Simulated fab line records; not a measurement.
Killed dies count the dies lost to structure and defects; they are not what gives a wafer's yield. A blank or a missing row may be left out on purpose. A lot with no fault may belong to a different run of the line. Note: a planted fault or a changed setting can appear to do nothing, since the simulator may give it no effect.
A lot that was struck, set against a sound lot :: flow gf180mcu :: 14 steps out of a route of 602
Sound: the wafers L529.1, L529.3, L529.6. Wafers struck: L521.1, L521.2, L521.3. The cause comes at the end.
Order at every step that has rows: each side's tool, ch and its chambers, its first start. Under that, the readings that differ: sound wafers :: struck wafers :: difference of the means :: sigmas: that difference in standard deviations of wafers without a fault.
alike: same words and numbers on both sides, and readings whose means sit less than 2 such deviations apart. not compared: any withheld reading, any reading some wafer has no value for, any bound like >300 that may hide the same value, and any number with overlapping values for which the record gives no deviation.
A row with sigmas, a row that says differs or no value, or rows on one side alone: a step with any of these is where the two part. Numbers that have no deviation but don't overlap get no sigmas and don't part them. A reading that every wafer of one side lacks parts them only if that side has two wafers or more.

first, 3 steps without rows for these wafers: GF_HV_LDD_EXPOSE_16 (exposes mask Pplus LV AREA, target cd 400 nm); GF_HV_LDD_PEB_17; GF_HV_LDD_DEVELOP_18 (develop time 60 s).
GF_HV_LDD_CD_MEAS_19: the cd target is 400 nm.
  sound: cd_sem-01 at day 17 10:17; struck: cd_sem-02 at day 15 00:53
reading: cd_nm (nm)
sound: 401.6 401.0 399.9
struck: 407.6 402.3 406.4
difference: +4.6
sigmas: +2
GF_HV_LDD_OVL_MEAS_20:
  sound: overlay-02 at day 17 10:25; struck: overlay-02 at day 15 01:01
  alike: HV_LDD_01_OVL
after that, 1 step had no rows for these wafers: GF_HV_LDD_IMPLANT_21.
GF_HV_LDD_STRIP_22: strips in O2/N2.
  sound on plasma_asher-01 ch 0,1, day 17 10:35; struck on plasma_asher-01 ch 0,1, day 15 01:11
  alike: drypump_motor_current_A, heater_power_w, oes_product_au, strip_time_to_endpoint_s
  not compared: rf_hours_counter_h
GF_HV_LDD_TW_MEAS_23:
  sound: film_metro-01 at day 17 10:41; struck: film_metro-01 at day 15 01:17
  alike: HV_LDD_2_TW
then, 4 steps without rows for these wafers: GF_HV_LDD_DEHYDRATE_24 (time 60 s); GF_HV_LDD_HMDS_25 (prime time 60 s); GF_HV_LDD_COAT_26 (resist thk 1000 nm); GF_HV_LDD_SOFTBAKE_27 (time 60 s).
GF_HV_LDD_EXPOSE_28: exposes mask Nplus HV AREA, target cd 400 nm.
  sound on iline_stepper-02 ch 0, day 17 22:27; struck on iline_stepper-02, day 15 12:33
  no value came back on the struck wafers for exposure_dose_mJ_cm2, focus_offset_nm (nm), reticle_temp_C (C); on the sound wafers exposure_dose_mJ_cm2 reads 139.87 139.71 139.95
reading: model.HV_LDD.overlay_x_nm (nm)
sound: 0.9863 0.9863 0.9863
struck: 1.902 1.902 1.902
difference: +0.916
sigmas: 

reading: model.HV_LDD.overlay_y_nm (nm)
sound: 0.6593 0.6593 0.6593
struck: -0.2038 -0.2038 -0.2038
difference: -0.8631
sigmas: 
  alike: mask
after that, 1 step had no rows for these wafers: GF_HV_LDD_PEB_29.

## WHERE THEY PART
Last at GF_HV_LDD_EXPOSE_28 as far as this record goes, first at GF_HV_LDD_CD_MEAS_19.

WHY: what had been put in by the simulator
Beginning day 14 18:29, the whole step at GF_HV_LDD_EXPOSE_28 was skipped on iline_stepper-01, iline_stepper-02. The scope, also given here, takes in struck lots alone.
